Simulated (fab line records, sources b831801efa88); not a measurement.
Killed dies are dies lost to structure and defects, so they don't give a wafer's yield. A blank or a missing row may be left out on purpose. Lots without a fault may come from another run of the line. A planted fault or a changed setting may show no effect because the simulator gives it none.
fab line records | flow sky130
record lots=6 wafers=18 last_day=49
route steps=708 shown LOCAL_INTERCONNECT@396 CONTACT@406 PAD_OPEN@708
lots that met no fault: from a run of the same line without faults
start_h: hours from the record's first day to the start of the lot's first wafer shown | wait_h: hours since the lot's step before | " the same as in the row above | L1.1+2: a row that stands for several wafers | - no value, or no start given | * or withheld: withheld | < > ~ a bound
route shown NAME@n: a module of which the file shows steps, and the number in the route of the first | usual: mean/standard deviation of fault-free wafers | same: alike in all rows | chamber/n: place in a boat | sites: the reading at each site | _std_site: their standard deviation | _edge_site: outer sites' mean less inner sites' | radius_mm: how far each site lies from the wafer's centre | mask NAME#n: copy n | behind: the tool/chamber that last shaped the wafer | hold: why the lot was held/for how many hours/how that ended | device: the transistor (n, p or np) that didn't switch | end of line: the same wafers' tests at the end of the route | a step without rows: its recipe alone | killed: dies lost to structure and defects at the first sort, not the wafer's yield | map: a wafer's dies, x killed, . not, _ none there
set.NAME: the setting as run; set.NAME@STEP: as run at that earlier step | model.NAME: the simulator's own value behind a step, which no gauge read
lots at some steps of the route; a table a step, a row a wafer
services: from which hour (start_h, from the record's first day; less than 0 if before it) a tool's chamber was out of use, for how many hours, and why
## steps
# step SKY_LOCAL_INTERCONNECT_PEB_09
# recipe peb_temp_c=withheld peb_time_s=withheld resist=KrF-thick
# step SKY_LOCAL_INTERCONNECT_DEVELOP_10
# recipe develop_time_s=60 resist=KrF-thick dev_temp_c=21
# step SKY_LOCAL_INTERCONNECT_CD_MEAS_11
# recipe target_cd_nm=170
# usual cd_nm=170.1/2
# columns lot.wafer tool chamber start_h wait_h cd_nm
L356.2 cd_sem-01 - 707.68 - 168.7
L356.4 " - " " 172.4
L356.5 " - " " 169.4
L358.2 cd_sem-02 - 714.42 - 172.5
L358.3 " - " " 170.3
L358.4 " - " " 171.6
L361.2 cd_sem-02 - 762.22 - 173.0
L361.3 " - " " 174.4
L361.6 " - " " 175.4
L362.4 cd_sem-01 - 764.57 - 168.9
L362.5 " - " " 169.5
L362.6 " - " " 170.4
L372.1 cd_sem-02 - 833.81 - 170.5
L372.2 " - " " 172.0
L372.4 " - " " 170.2
L373.2 cd_sem-01 - 837.92 - 171.6
L373.3 " - " " 170.5
L373.6 " - " " 172.4
# step SKY_LOCAL_INTERCONNECT_OVL_MEAS_12
# usual LOCAL_INTERCONNECT_OVL=2/5.4
# columns lot.wafer tool chamber start_h wait_h LOCAL_INTERCONNECT_OVL[nm]
L356.2 overlay-01 - 707.79 0.1 2
L356.4 " - " " 7
L356.5 " - " " 5
L358.2 overlay-01 - 714.53 0.1 3
L358.3 " - " " -3
L358.4 " - " " -1
L361.2 overlay-02 - 762.33 0.1 11
L361.3 " - " " -4
L361.6 " - " " 5
L362.4 overlay-02 - 764.65 0.1 -2
L362.5 " - " " -6
L362.6 " - " " 5
L372.1 overlay-01 - 833.93 0.1 -4
L372.2 " - " " -13
L372.4 " - " " -2
L373.2 overlay-02 - 838.03 0.1 -8
L373.3 " - " " 1
L373.6 " - " " -1
# step SKY_LOCAL_INTERCONNECT_ETCH_13
# recipe chemistry=N2/H2 target=BARC ion_energy_ev=200 bias_w=100 pressure_mtorr=30 n2_flow_sccm=100 h2_flow_sccm=200 icp_w=500 stop_on=SiO2 time_s=45.9 target_depth_a=600
# usual bias_w=100.01/0.27 drypump_motor_current_A=5.6/0.57 h2_flow_sccm=200.0/0.61 oes_product_au=0.855/0.0045 rf_fwd_power_W=495.4/1.6 throttle_valve_pct=13.224/0.0081
# same time_s=45.9
# columns lot.wafer tool chamber start_h wait_h bias_w drypump_motor_current_A h2_flow_sccm oes_product_au rf_fwd_power_W rf_hours_counter_h throttle_valve_pct
L356.2 rie_metal-03 0 707.84 0.0 100.00 5.6 200.1 0.853 496.7 - 13.227
L356.4 " 0 " " 100.01 5.6 199.3 0.856 498.2 - 13.222
L356.5 " 0 " " 99.64 5.6 200.2 0.861 494.2 - 13.231
L358.2 rie_metal-04 1 714.56 0.0 99.80 6.0 201.3 0.852 493.9 2 13.228
L358.3 " 0 " " 100.08 6.0 201.0 0.849 492.3 - 13.220
L358.4 " 1 " " 99.79 6.0 201.3 0.859 494.3 - 13.222
L361.2 rie_metal-03 0 762.36 0.0 100.16 5.6 199.9 0.858 497.6 0 13.236
L361.3 " 0 " " 100.09 5.6 199.1 0.852 496.8 - 13.219
L361.6 " 1 " " 100.38 4.7 200.4 0.852 497.0 - 13.229
L362.4 rie_metal-03 1 764.69 0.0 100.21 4.7 201.1 0.864 496.6 - 13.220
L362.5 " 1 " " 100.18 4.7 200.1 0.859 496.4 - 13.224
L362.6 " 0 " " 100.25 5.6 200.8 0.858 495.8 - 13.213
L372.1 rie_metal-04 0 833.97 0.0 99.82 6.0 200.8 0.858 492.4 13 13.231
L372.2 " 1 " " 99.90 6.0 198.2 0.856 495.7 6 13.224
L372.4 " 0 " " 99.70 6.0 201.0 0.857 493.2 - 13.228
L373.2 rie_metal-01 0 838.06 0.0 100.08 6.4 200.1 0.853 492.0 5 13.225
L373.3 " 1 " " 99.82 5.2 200.5 0.864 496.5 - 13.217
L373.6 " 1 " " 100.07 5.2 200.7 0.848 494.5 - 13.218
# step SKY_LOCAL_INTERCONNECT_METAL_ETCH_14
# recipe target_depth_nm=110 stop_on=PSG chemistry=Cl2/BCl3 target=TiN resist_sidewall_deg=88 pressure_mtorr=10 icp_w=900 bias_w=48.5 Cl2_flow_sccm=60 bcl3_flow_sccm=30 time_s=31.4
# usual bias_w=48.50/0.13 drypump_motor_current_A=5.6/0.58 oes_product_au=0.942/0.0067 rf_fwd_power_W=890/3.7 throttle_valve_pct=21.901/0.0091
# same time_s=31.4
# columns lot.wafer tool chamber start_h wait_h bias_w drypump_motor_current_A oes_product_au rf_fwd_power_W rf_hours_counter_h throttle_valve_pct
L356.2 rie_metal-03 0 707.96 0.1 48.47 5.6 0.939 887 - 21.899
L356.4 " 0 " " 48.61 5.6 0.932 890 - 21.911
L356.5 " 0 " " 48.29 5.6 0.937 888 - 21.896
L358.2 rie_metal-04 1 714.62 0.0 48.50 6.0 0.949 893 2 21.885
L358.3 " 0 " " 48.33 6.0 0.940 881 - 21.880
L358.4 " 1 " " 48.40 6.0 0.943 890 - 21.899
L361.2 rie_metal-03 0 762.42 0.0 48.44 5.6 0.940 886 0 21.899
L361.3 " 0 " " 48.46 5.6 0.934 893 - 21.903
L361.6 " 1 " " 48.63 4.7 0.942 895 - 21.898
L362.4 rie_metal-03 1 764.75 0.0 48.63 4.7 0.953 892 - 21.899
L362.5 " 1 " " 48.59 4.7 0.942 890 - 21.905
L362.6 " 0 " " 48.55 5.6 0.951 889 - 21.892
L372.1 rie_metal-04 0 834.03 0.0 48.10 6.0 0.935 881 13 21.902
L372.2 " 1 " " 48.35 6.0 0.937 884 6 21.924
L372.4 " 0 " " 48.24 6.0 0.938 880 - 21.895
L373.2 rie_metal-01 0 838.12 0.0 48.57 6.4 0.939 888 5 21.892
L373.3 " 1 " " 48.74 5.2 0.938 892 - 21.905
L373.6 " 1 " " 48.54 5.2 0.952 894 - 21.885
# step SKY_LOCAL_INTERCONNECT_STRIP_15
# recipe chemistry=O2/N2 power_w=1400 pressure_mtorr=1500 platen_temp_c=withheld o2_flow_sccm=3000 n2_flow_sccm=300 overash_fraction=0.5
# usual drypump_motor_current_A=5.8/0.52 oes_product_au=0.427/0.0044 strip_time_to_endpoint_s=4.731/0.019
# columns lot.wafer tool chamber start_h wait_h drypump_motor_current_A oes_product_au rf_hours_counter_h strip_time_to_endpoint_s
L356.2 plasma_asher-01 1 708.05 0.1 6.5 0.432 60 4.703
L356.4 " 0 " " 5.7 0.434 - 4.711
L356.5 " 1 " " 6.6 0.427 - 4.723
L358.2 plasma_asher-02 0 714.67 0.0 5.2 0.431 28 4.733
L358.3 " 0 " " 5.2 0.430 - 4.712
L358.4 " 1 " " 5.6 0.433 - 4.728
L361.2 plasma_asher-02 0 762.47 0.0 5.2 0.423 32 4.739
L361.3 " 0 " " 5.2 0.426 - 4.747
L361.6 " 0 " " 5.2 0.428 - 4.753
L362.4 plasma_asher-04 1 764.82 0.1 5.2 0.430 - 4.757
L362.5 " 0 " " 6.3 0.428 - 4.767
L362.6 " 1 " " 5.2 0.427 - 4.739
L372.1 plasma_asher-01 1 834.08 0.0 6.6 0.438 72 4.734
L372.2 " 0 " " 5.7 0.424 72 4.704
L372.4 " 1 " " 6.5 0.417 - 4.723
L373.2 plasma_asher-01 0 838.17 0.0 5.7 0.424 72 4.756
L373.3 " 1 " " 6.5 0.427 - 4.743
L373.6 " 0 " " 5.7 0.422 - 4.732
# step SKY_LOCAL_INTERCONNECT_STRIP_16
# recipe chemistry=post_etch_residue_remover time_s=1200 temp_c=72.5
# step SKY_LOCAL_INTERCONNECT_CLEAN_17
# recipe chemistry=IPA time_s=180 temp_c=25
# step SKY_LOCAL_INTERCONNECT_CLEAN_18
# recipe chemistry=O3/DIW dry=n2_spin
# step SKY_CONTACT_CVD_00
# recipe material=Si3N4 target_thk_nm=75 temp_c=400 time_s=withheld rf_w=450
# usual heater_power_w=724/74 rf_fwd_power_W=443.7/2.1
# columns lot.wafer tool chamber start_h wait_h heater_power_w rf_fwd_power_W
L356.2 pecvd-02 0 708.64 0.0 768 443.0
L356.4 " 2 " " 672 440.2
L356.5 " 2 " " 659 443.9
L358.2 pecvd-02 2 715.26 0.0 779 444.0
L358.3 " 0 " " 754 446.5
L358.4 " 0 " " 750 443.2
L361.2 pecvd-02 2 763.11 0.0 712 445.8
L361.3 " 0 " " 790 443.3
L361.6 " 1 " " 706 446.3
L362.4 pecvd-03 1 765.40 0.0 749 439.3
L362.5 " 0 " " 708 443.7
L362.6 " 2 " " 622 441.9
L372.1 pecvd-03 2 835.02 0.0 666 445.7
L372.2 " 1 " " 636 443.2
L372.4 " 1 " " 645 445.6
L373.2 pecvd-02 1 838.76 0.0 793 445.0
L373.3 " 0 " " 768 445.2
L373.6 " 1 " " 803 447.5
# step SKY_CONTACT_THK_MEAS_01
# recipe reads=Si3N4_of_CONTACT_CVD_00
# usual CONTACT_CVD_00_THK=74.8/0.94
# columns lot.wafer tool chamber start_h wait_h CONTACT_CVD_00_THK[nm]
L356.2 film_metro-04 - 708.70 - 75.0
L356.4 " - " " 75.7
L356.5 " - " " 74.6
L358.2 film_metro-04 - 715.31 - 74.1
L358.3 " - " " 73.8
L358.4 " - " " 75.0
L361.2 film_metro-02 - 763.15 - 74.1
L361.3 " - " " 73.4
L361.6 " - " " 73.6
L362.4 film_metro-03 - 765.44 - 74.7
L362.5 " - " " 74.9
L362.6 " - " " 74.5
L372.1 film_metro-03 - 835.05 - 75.5
L372.2 " - " " 75.8
L372.4 " - " " 76.0
L373.2 film_metro-04 - 838.81 - 73.1
L373.3 " - " " 73.1
L373.6 " - " " 73.6
# step SKY_CONTACT_HDPCVD_02
# recipe material=SiO2 target_thk_nm=565 sigma_open_frac=0.3 time_s=94.2 temp_c=600 sih4_flow_sccm=60 pressure_mtorr=6
# columns lot.wafer tool chamber start_h wait_h model.SiO2_of_CONTACT_HDPCVD_02.thk_nm
L356.2 hdpcvd-01 2 708.75 0.0 557.1
L356.4 " 1 " " 566.6
L356.5 " 2 " " 566.1
L358.2 hdpcvd-01 2 715.36 0.0 556
L358.3 " 0 " " 559.6
L358.4 " 0 " " 560.2
L361.2 hdpcvd-01 1 763.20 0.0 930.2
L361.3 " 0 " " 565.4
L361.6 " 0 " " 568.2
L362.4 hdpcvd-01 1 765.51 0.1 928.8
L362.5 " 2 " " 569.2
L362.6 " 0 " " 563.1
L372.1 hdpcvd-01 2 835.11 0.1 567.6
L372.2 " 0 " " 568.8
L372.4 " 0 " " 564.2
L373.2 hdpcvd-02 0 838.86 0.0 559.9
L373.3 " 2 " " 563
L373.6 " 1 " " 574.5
# step SKY_CONTACT_THK_MEAS_03
# recipe reads=SiO2_of_CONTACT_HDPCVD_02
# usual CONTACT_HDPCVD_THK=565/5.9
# columns lot.wafer tool chamber start_h wait_h hold CONTACT_HDPCVD_THK[nm]
L356.2 film_metro-03 - 708.83 0.0 - 557
L356.4 " - " " - 567
L356.5 " - " " - 566
L358.2 film_metro-02 - 715.43 0.0 - 556
L358.3 " - " " - 559
L358.4 " - " " - 561
L361.2 film_metro-03 - 763.28 0.0 await_dispo/0.2h/release 931
L361.3 " - " " await_dispo/0.2h/release 565
L361.6 " - " " await_dispo/0.2h/release 568
L361.2 film_metro-03 - 763.51 0.2 - 930
L361.3 " - " " - 566
L361.6 " - " " - 568
L362.4 film_metro-03 - 765.57 0.0 await_dispo/0.2h/release 928
L362.5 " - " " await_dispo/0.2h/release 569
L362.6 " - " " await_dispo/0.2h/release 563
L362.4 film_metro-03 - 765.80 0.2 - 928
L362.5 " - " " - 569
L362.6 " - " " - 563
L372.1 film_metro-02 - 835.18 0.0 - 567
L372.2 " - " " - 569
L372.4 " - " " - 564
L373.2 film_metro-02 - 838.94 0.0 - 559
L373.3 " - " " - 563
L373.6 " - " " - 574
# step SKY_CONTACT_CMP_04
# recipe material=SiO2 down_force_psi=4 platen_rpm=60 pad_velocity_m_s=0.94248
# usual motor_current_A=12.4/1.3 slurry_filter_dp_kPa=13.50/0.14 time_to_endpoint_s=81/3.5
# columns lot.wafer tool chamber start_h wait_h hold motor_current_A slurry_filter_dp_kPa time_to_endpoint_s
L356.4 cmp-01 1 709.31 0.5 - 11.8 13.40 84
L356.2 " 2 " " - 11.1 13.76 80
L356.5 " 0 " " - 11.5 13.50 85
L358.3 cmp-01 2 715.48 0.0 - 11.0 13.48 82
L358.4 " 0 " " - 12.1 13.76 80
L358.2 " 1 " " - 11.7 13.74 80
L361.3 cmp-01 1 764.70 1.2 await_dispo/0.9h/release 12.1 13.47 84
L361.2 " 0 " " await_dispo/0.9h/release 11.2 13.46 217
L361.6 " 2 " " await_dispo/0.9h/release 11.1 13.52 84
L362.4 cmp-01 3 768.99 3.2 await_dispo/3.2h/release 14.8 13.43 221
L362.6 " 3 " " await_dispo/3.2h/release 14.1 13.17 81
L362.5 " 0 " " await_dispo/3.2h/release 11.9 13.33 91
L372.2 cmp-02 0 835.24 0.0 - 13.6 13.46 80
L372.4 " 2 " " - 12.2 13.50 77
L372.1 " 3 " " - 12.2 13.53 77
L373.2 cmp-02 1 839.09 0.1 - 10.4 13.60 76
L373.3 " 2 " " - 12.6 13.64 76
L373.6 " 3 " " - 12.3 13.70 80
# step SKY_CONTACT_BOW_MEAS_05
# recipe mode=bow
# usual CONTACT_BOW=82/7.4
# columns lot.wafer tool chamber start_h wait_h CONTACT_BOW[um]
L356.2 film_metro-02 - 709.53 0.1 82
L356.4 " - " " 81
L356.5 " - " " 86
L358.2 film_metro-02 - 715.80 0.1 78
L358.3 " - " " 76
L358.4 " - " " 81
L361.2 film_metro-02 - 765.15 0.2 82
L361.3 " - " " 86
L361.6 " - " " 76
L362.4 film_metro-02 - 769.35 0.3 78
L362.5 " - " " 74
L362.6 " - " " 83
L372.1 film_metro-04 - 835.54 0.1 77
L372.2 " - " " 76
L372.4 " - " " 89
L373.2 film_metro-03 - 839.31 0.2 82
L373.3 " - " " 81
L373.6 " - " " 86
# step SKY_PAD_OPEN_PROBE_99
# usual killed_at_M0_to_M3=44/6.4 killed_at_M4_up=3.4/2.1 killed_at_contacts=23/5 killed_at_front_end=15/4.5 killed_at_other=0.3/0.54 killed_dies=86/9.5 killed_open=48/6.9 killed_short=38/5.9
# same gross_dies=492 killed_at_back_side=0
# columns lot.wafer tool chamber start_h wait_h killed_at_M0_to_M3 killed_at_M4_up killed_at_contacts killed_at_front_end killed_at_other killed_dies killed_open killed_short
L356.2 prober-02 - 1078.53 0.1 49 2 25 16 0 92 41 51
L356.4 prober-02 - 1078.63 0.2 46 5 33 21 0 105 58 47
L356.5 prober-02 - 1078.68 0.2 45 3 23 16 0 87 47 40
L358.2 prober-01 - 1083.86 0.1 54 2 15 11 1 83 45 38
L358.3 prober-01 - 1083.91 0.2 46 2 22 16 0 86 43 43
L358.4 prober-01 - 1083.96 0.2 45 2 18 15 2 82 42 39
L361.2 prober-02 - 1115.94 0.1 58 0 28 22 0 108 61 47
L361.3 prober-02 - 1115.99 0.2 39 0 34 31 0 104 62 40
L361.6 prober-02 - 1116.14 0.2 52 4 28 11 1 96 47 49
L362.4 prober-01 - 1119.60 0.2 44 3 15 14 1 77 47 30
L362.5 prober-01 - 1119.65 0.2 42 7 19 13 0 81 45 36
L362.6 prober-01 - 1119.70 0.2 38 4 23 15 0 80 45 35
L372.1 prober-02 - 1169.56 0.1 46 4 15 17 0 82 41 41
L372.2 prober-02 - 1169.61 0.1 43 2 26 13 0 84 43 40
L372.4 prober-02 - 1169.71 0.2 48 6 25 12 0 91 51 40
L373.2 prober-01 - 1169.75 0.1 49 3 34 11 0 97 48 49
L373.3 prober-01 - 1169.80 0.2 40 5 24 9 0 78 41 36
L373.6 prober-01 - 1169.95 0.2 44 5 22 17 0 88 49 38
# killed by level:class
L356.2 VIA1:geometric_particle:open=10 FIELD_ISO:geometric_particle:short=9 VIA3:geometric_particle:short=8 CONTACT:geometric_particle:open=8 VIA1:geometric_particle:short=7 VIA2:geometric_particle:open=7 LI_CONTACT:geometric_particle:open=5 LOCAL_INTERCONNECT:geometric_particle:short=5
L356.4 VIA1:geometric_particle:open=12 LI_CONTACT:geometric_particle:open=11 VIA2:geometric_particle:open=8 CONTACT:geometric_particle:short=7 CONTACT:geometric_particle:open=7 FIELD_ISO:geometric_particle:open=6 METAL1:geometric_particle:short=6 METAL2:geometric_particle:short=6
L356.5 VIA3:geometric_particle:short=10 VIA3:geometric_particle:open=9 VIA1:geometric_particle:open=8 LI_CONTACT:geometric_particle:open=7 CONTACT:geometric_particle:short=6 CONTACT:geometric_particle:open=6 VIA2:geometric_particle:open=6 FIELD_ISO:geometric_particle:open=5
L358.2 VIA2:geometric_particle:open=9 VIA3:geometric_particle:open=8 VIA1:geometric_particle:open=7 METAL2:geometric_particle:short=7 METAL1:geometric_particle:short=6 LI_CONTACT:geometric_particle:short=5 VIA1:geometric_particle:short=5 CONTACT:geometric_particle:open=4
L358.3 VIA3:geometric_particle:open=11 LI_CONTACT:geometric_particle:short=7 VIA1:geometric_particle:open=7 METAL2:geometric_particle:short=6 VIA2:geometric_particle:open=6 FIELD_ISO:geometric_particle:short=5 POLY_GATE:geometric_particle:open=5 VIA1:geometric_particle:short=5
L358.4 VIA1:geometric_particle:open=10 LI_CONTACT:geometric_particle:open=9 VIA3:geometric_particle:open=7 VIA1:geometric_particle:short=6 METAL2:geometric_particle:short=5 LOCAL_INTERCONNECT:geometric_particle:short=5 METAL1:geometric_particle:short=5 FIELD_ISO:geometric_particle:short=4
L361.2 VIA1:geometric_particle:open=13 CONTACT:geometric_particle:open=10 METAL1:geometric_particle:short=10 LOCAL_INTERCONNECT:geometric_particle:short=8 VIA2:geometric_particle:open=8 LI_CONTACT:geometric_particle:open=6 VIA3:geometric_particle:open=6 FIELD_ISO:geometric_particle:open=5
L361.3 VIA1:geometric_particle:open=12 LI_CONTACT:geometric_particle:open=11 CONTACT:geometric_particle:open=11 FIELD_ISO:geometric_particle:short=10 FIELD_ISO:geometric_particle:open=9 METAL2:geometric_particle:short=6 POLY_GATE:geometric_particle:open=5 LI_CONTACT:geometric_particle:short=5
L361.6 METAL2:geometric_particle:short=10 VIA3:geometric_particle:open=10 CONTACT:geometric_particle:open=8 VIA1:geometric_particle:open=7 LI_CONTACT:geometric_particle:open=6 LOCAL_INTERCONNECT:geometric_particle:short=6 METAL1:geometric_particle:short=6 CONTACT:geometric_particle:short=5
L362.4 VIA1:geometric_particle:open=17 VIA3:geometric_particle:open=8 POLY_GATE:geometric_particle:short=6 LI_CONTACT:geometric_particle:open=6 METAL2:geometric_particle:short=5 CONTACT:geometric_particle:open=4 VIA2:geometric_particle:open=4 FIELD_ISO:geometric_particle:open=3
L362.5 VIA2:geometric_particle:open=9 VIA1:geometric_particle:open=9 VIA3:geometric_particle:open=6 CONTACT:geometric_particle:short=6 LOCAL_INTERCONNECT:geometric_particle:short=5 METAL1:geometric_particle:short=5 POLY_GATE:geometric_particle:short=4 CONTACT:geometric_particle:open=4
L362.6 VIA1:geometric_particle:open=14 VIA2:geometric_particle:open=7 CONTACT:geometric_particle:short=7 POLY_GATE:geometric_particle:open=4 LI_CONTACT:geometric_particle:open=4 LOCAL_INTERCONNECT:geometric_particle:short=4 CONTACT:geometric_particle:open=4 VIA3:geometric_particle:open=4
L372.1 VIA1:geometric_particle:open=12 METAL1:geometric_particle:short=9 FIELD_ISO:geometric_particle:short=8 METAL2:geometric_particle:short=8 CONTACT:geometric_particle:open=7 VIA2:geometric_particle:open=5 FIELD_ISO:geometric_particle:open=3 VIA3:geometric_particle:short=3
L372.2 METAL1:geometric_particle:short=10 LI_CONTACT:geometric_particle:open=7 VIA1:geometric_particle:open=6 LOCAL_INTERCONNECT:geometric_particle:short=6 CONTACT:geometric_particle:short=6 CONTACT:geometric_particle:open=6 VIA1:geometric_particle:short=6 VIA2:geometric_particle:open=6
L372.4 CONTACT:geometric_particle:open=12 VIA3:geometric_particle:open=11 METAL1:geometric_particle:short=8 VIA1:geometric_particle:open=7 VIA2:geometric_particle:open=5 LI_CONTACT:geometric_particle:short=4 CONTACT:geometric_particle:short=4 VIA3:geometric_particle:short=4
L373.2 VIA3:geometric_particle:open=11 METAL1:geometric_particle:short=11 LI_CONTACT:geometric_particle:open=10 CONTACT:geometric_particle:short=10 CONTACT:geometric_particle:open=7 VIA2:geometric_particle:open=7 LOCAL_INTERCONNECT:geometric_particle:short=6 VIA1:geometric_particle:open=4
L373.3 CONTACT:geometric_particle:open=9 LI_CONTACT:geometric_particle:open=8 VIA3:geometric_particle:open=8 VIA1:geometric_particle:open=7 METAL1:geometric_particle:short=6 VIA2:geometric_particle:short=5 VIA3:geometric_particle:short=5 METAL4:geometric_particle:short=4
L373.6 VIA3:geometric_particle:open=13 LI_CONTACT:geometric_particle:open=9 VIA2:geometric_particle:open=6 LI_CONTACT:geometric_particle:short=5 VIA1:geometric_particle:open=5 CONTACT:geometric_particle:open=5 METAL1:geometric_particle:short=5 FIELD_ISO:geometric_particle:open=4
## services
# columns tool chamber start_h hours kind
rie_metal-01 0 690.46 15.1 repair
rie_metal-03 1 697.50 - clean
rie_metal-03 1 697.50 20.3 scheduled_down
rie_metal-03 1 697.50 20.3 vent_cycle
pecvd-02 1 698.87 3.5 repair
pecvd-02 1 707.32 5.5 scheduled_down
cmp-02 - 707.92 2.5 repair
rie_metal-03 0 717.83 - clean
rie_metal-03 0 717.83 31.4 scheduled_down
rie_metal-03 0 717.83 31.4 vent_cycle
cmp-01 - 731.43 3.2 pm
cmp-01 - 737.75 0.8 repair
pecvd-02 1 741.82 2.1 scheduled_down
cmp-02 - 744.76 4.0 pm
pecvd-03 - 752.34 1.5 repair
plasma_asher-02 - 753.23 4.1 repair
plasma_asher-01 - 754.35 14.6 pm
rie_metal-03 - 777.81 0.6 repair
cmp-02 - 796.94 5.2 pm
cmp-01 - 803.08 0.3 repair
cmp-02 - 804.06 1.7 repair
cmp-01 - 812.12 0.4 repair
plasma_asher-02 - 817.29 14.6 pm
rie_metal-03 - 828.80 0.4 repair
## key
first_sign step=SKY_CONTACT_THK_MEAS_03 reading=visit direction=added
effect step=SKY_CONTACT_THK_MEAS_03 reading=CONTACT_HDPCVD_THK direction=up sigmas=62 usual=565 struck=929
effect step=SKY_CONTACT_CMP_04 reading=time_to_endpoint_s direction=up sigmas=39 usual=* struck=*
model_effect step=SKY_CONTACT_HDPCVD_02 value=SiO2_of_CONTACT_HDPCVD_02.thk_nm without=560.8 struck=929.5
met_at SKY_CONTACT_HDPCVD_02
struck_wafers L361.2,L362.4
tester_left_out L361,L362
onset_between 708.75 763.20
fault kind=process_parameter_drift tool=hdpcvd-01 chamber=1 onset_h=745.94 steps=SKY_CONTACT_HDPCVD_02 channel=target_thk_nm offset=368.68 shape=step end_h=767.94 acts_in=these_recipes_only stated=565
# tester_left_out: of these lots the tester's yield and bins aren't shown, on N5 and GAA mostly nor the transistor test; their killed dies are dies lost to structure and defects alone, not to doping, threshold or leakage, so they don't give the yield
